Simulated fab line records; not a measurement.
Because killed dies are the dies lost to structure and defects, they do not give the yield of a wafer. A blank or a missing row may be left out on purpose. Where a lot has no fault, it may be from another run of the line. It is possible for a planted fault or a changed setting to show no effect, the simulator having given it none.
Matching of chambers | flow sky130 | 4 sister chambers for SKY_VIA2_ETCH_15 on rie-diel-03
The step etches SiO2 in C4F8/O2/Ar, stops on TiN, target depth 546 nm, time 84 s. 8 wafers are shown with their chamber, then 9 later ones without.

## WAFERS, EACH WITH ITS CHAMBER
wafer  | chamber | oes-product-au (a.u.)
L085.5 | 3       | 0.940
L087.3 | 0       | 0.946
L087.5 | 0       | 0.938
L089.1 | 3       | 0.947
L089.5 | 2       | 0.938
L091.1 | 1       | 0.938
L091.5 | 1       | 0.936
L091.6 | 2       | 0.940

## WAFERS WITH NO CHAMBER GIVEN
wafer  | oes-product-au (a.u.)
L095.1 | 0.947
L095.4 | 0.931
L095.5 | 0.944
L097.1 | 0.945
L097.2 | 0.937
L097.3 | 0.942
L097.4 | 0.944
L097.5 | 0.939
L097.6 | 0.934

## WHICH CHAMBER EACH ONE RAN IN
wafer  | from the rows above               | in truth
L095.1 | can't be placed: 3 or 0 or 2 or 1 | 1
L095.4 | can't be placed: 1 or 2 or 0 or 3 | 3
L095.5 | can't be placed: 3 or 0 or 2 or 1 | 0
L097.1 | can't be placed: 3 or 0 or 2 or 1 | 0
L097.2 | can't be placed: 1 or 2 or 0 or 3 | 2
L097.3 | can't be placed: 0 or 3 or 2 or 1 | 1
L097.4 | can't be placed: 3 or 0 or 2 or 1 | 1
L097.5 | can't be placed: 2 or 1 or 0 or 3 | 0
L097.6 | can't be placed: 1 or 2 or 0 or 3 | 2
0 of 9 placed correctly. These rows do not allow placing 9 (true chamber among the candidates in 9). Placed wrongly: 0.
How it was worked out, from the rows above alone: a wafer's distance from a chamber is the root of the sum, over the readings, of the square of ((its reading less the chamber's mean) divided by the reading's scatter). If the next closest chamber is less than 2 further off than the closest, the wafer can't be placed; otherwise it belongs to the closest. A chamber's mean is the mean of its shown wafers. How the scatter is found: for the shown wafers, subtract from each reading the mean of its chamber, square and add these, divide the total by (wafers less chambers), then take the root.
